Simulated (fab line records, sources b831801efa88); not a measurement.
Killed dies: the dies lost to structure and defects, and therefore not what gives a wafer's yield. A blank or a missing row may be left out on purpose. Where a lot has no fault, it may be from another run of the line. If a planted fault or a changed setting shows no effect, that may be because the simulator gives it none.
Matching of chambers | flow sky130 | SKY_VIA4_CMP_02 on cmp-02: 4 sister chambers
The step polishes SiO2. 18 wafers are shown with their chamber, then 9 later ones without.

== WAFERS, EACH WITH ITS CHAMBER ==
wafer  | chamber | motor_current_A (A) | platen_rpm (rpm) | edge_zone_pressure_frac
L793.2 | 1       | 11.9                | 60.02            | 0.998
L793.4 | 3       | 11.5                | 60.01            | 1.002
L793.6 | 0       | 13.2                | 59.94            | 1.005
L796.1 | 2       | 14.0                | 59.97            | 0.993
L796.3 | 1       | 12.2                | 60.02            | 1.002
L796.4 | 3       | 11.2                | 60.01            | 1.004
L798.2 | 0       | 13.2                | 59.96            | 1.001
L798.4 | 2       | 13.4                | 59.97            | 1.000
L798.5 | 1       | 12.5                | 60.04            | 0.998
L799.1 | 0       | 13.6                | 60.00            | 1.008
L799.3 | 1       | 12.2                | 60.00            | 1.000
L799.6 | 2       | 14.9                | 59.97            | 0.987
L800.3 | 0       | 13.3                | 59.98            | 1.003
L800.4 | 3       | 11.4                | 60.03            | 0.997
L800.5 | 0       | 13.2                | 60.02            | 0.997
L809.1 | 3       | 11.7                | 60.01            | 0.999
L809.2 | 2       | 14.2                | 59.96            | 1.000
L809.3 | 0       | 13.3                | 59.99            | 1.004

SIGNATURES (averages over the wafers above)
reading                 | chamber 0 | chamber 1 | chamber 2 | chamber 3 | scatter within a chamber
motor_current_A         | 13.300    | 12.200    | 14.125    | 11.450    | 0.336
platen_rpm              | 59.9817   | 60.0200   | 59.9675   | 60.0150   | 0.0194
edge_zone_pressure_frac | 1.00300   | 0.99950   | 0.99500   | 1.00050   | 0.00404
Rule: distance of a wafer from a chamber = root of the sum over the readings of ((wafer's reading minus chamber's mean) / reading's scatter) squared. If the next closest chamber is less than 2 further off than the closest, the wafer can't be placed; otherwise it belongs to the closest. The scatter: take each reading less its chamber's mean, square it, sum over the shown wafers, divide by the number of wafers less the number of chambers, and take the root.

== WAFERS MISSING THEIR CHAMBER ==
wafer  | motor_current_A (A) | platen_rpm (rpm) | edge_zone_pressure_frac
L811.2 | 12.9                | 60.07            | 1.005
L811.3 | 12.1                | 60.02            | 1.004
L811.4 | 14.2                | 60.06            | 0.998
L812.1 | 13.1                | 59.98            | 1.006
L812.5 | 12.5                | 59.92            | 0.995
L812.6 | 13.9                | 60.05            | 1.001
L815.3 | 12.9                | 59.99            | 1.000
L815.4 | 14.7                | 60.00            | 1.002
L815.5 | 14.0                | 60.04            | 1.002

== CHAMBER TAKEN BY EACH ==
wafer  | from the rows above               | in truth
L811.2 | can't be placed: 1 or 0 or 3      | 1
L811.3 | can't be placed: 1 or 3           | 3
L811.4 | can't be placed: 2 or 0 or 1      | 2
L812.1 | 0                                 | 0
L812.5 | can't be placed: 0 or 1 or 2 or 3 | 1
L812.6 | can't be placed: 0 or 2 or 1      | 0
L815.3 | can't be placed: 0 or 1           | 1
L815.4 | can't be placed: 2 or 0           | 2
L815.5 | can't be placed: 0 or 2 or 1      | 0
Correctly placed: 1 of 9. Not placeable from these rows: 8 (in 8, the candidates include the true chamber). Wrongly placed: 0.
